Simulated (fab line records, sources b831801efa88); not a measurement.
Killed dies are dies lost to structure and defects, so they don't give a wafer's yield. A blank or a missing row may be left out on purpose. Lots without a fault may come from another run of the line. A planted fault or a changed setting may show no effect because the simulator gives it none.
One fault seen from 2 desks | flow gf180mcu | each desk has only its own numbers; what lay behind them comes last

THE METROLOGY DESK
What the gauges read, lot by lot, whatever tool the lot ran on: means of the sampled wafers that have a number. A lot is out of limits, marked OUT, if its mean lies more than 4 standard deviations from the usual mean; the brackets give that distance.
Columns: A = PASSIVATION_CVD_02_THK at GF_PASSIVATION_THK_MEAS_03, usual 701 nm; B = PASSIVATION_BOW at GF_PASSIVATION_BOW_MEAS_14, usual 135 um
lot  | first seen here | A   | B
L762 | day 28 17:57    | 696 | 115
L763 | day 29 00:46    | 698 | 135
L766 | day 30 02:10    | 698 | 138
L767 | day 30 03:49    | 695 | 143
L772 | day 31 13:59    | 698 | 103
L774 | day 32 10:04    | 704 | 146
L775 | day 32 18:12    | 696 | 122
L776 | day 32 19:59    | 702 | 127
L777 | day 33 00:27    | 709 | 131
L779 | day 33 14:53    | 696 | 136
L781 | day 33 20:20    | 691 | 141
L782 | day 34 06:52    | 699 | 137
L783 | day 34 08:32    | 701 | 136
This desk's finding: nothing out of limits on any of the 13 lots.

THE TOOL OWNER'S DESK: wet_bench-02
The tool's own readings at GF_V1_STRIP_19 (strips in post etch residue remover, time 1200 s): means of the sampled wafers that have a number, for each lot that ran on this tool. A lot is out of limits, marked OUT, if its mean lies more than 4 standard deviations from the usual mean; the brackets give that distance.
Columns: A = bath_guard_temp_C at GF_V1_STRIP_19, usual 72.4 C; B = bath_heat_duty_pct at GF_V1_STRIP_19, usual 15.1 %
lot  | first seen here | A    | B
L762 | day 18 19:51    | 72.9 | 14.6
L766 | day 20 14:42    | 71.8 | 14.6
L767 | day 20 16:00    | 71.8 | 14.8
L774 | day 23 14:36    | 72.1 | 14.9
L775 | day 24 00:29    | 71.8 | 14.2
L776 | day 24 03:23    | 71.8 | 14.9
L777 | day 24 08:56    | 71.8 | 15.1
This desk's finding: nothing out of limits on any of the 7 lots.

PUT TOGETHER
The metrology desk saw nothing out of limits.
The tool owner's desk saw nothing out of limits.

WHAT THE SIMULATOR HAD PUT IN
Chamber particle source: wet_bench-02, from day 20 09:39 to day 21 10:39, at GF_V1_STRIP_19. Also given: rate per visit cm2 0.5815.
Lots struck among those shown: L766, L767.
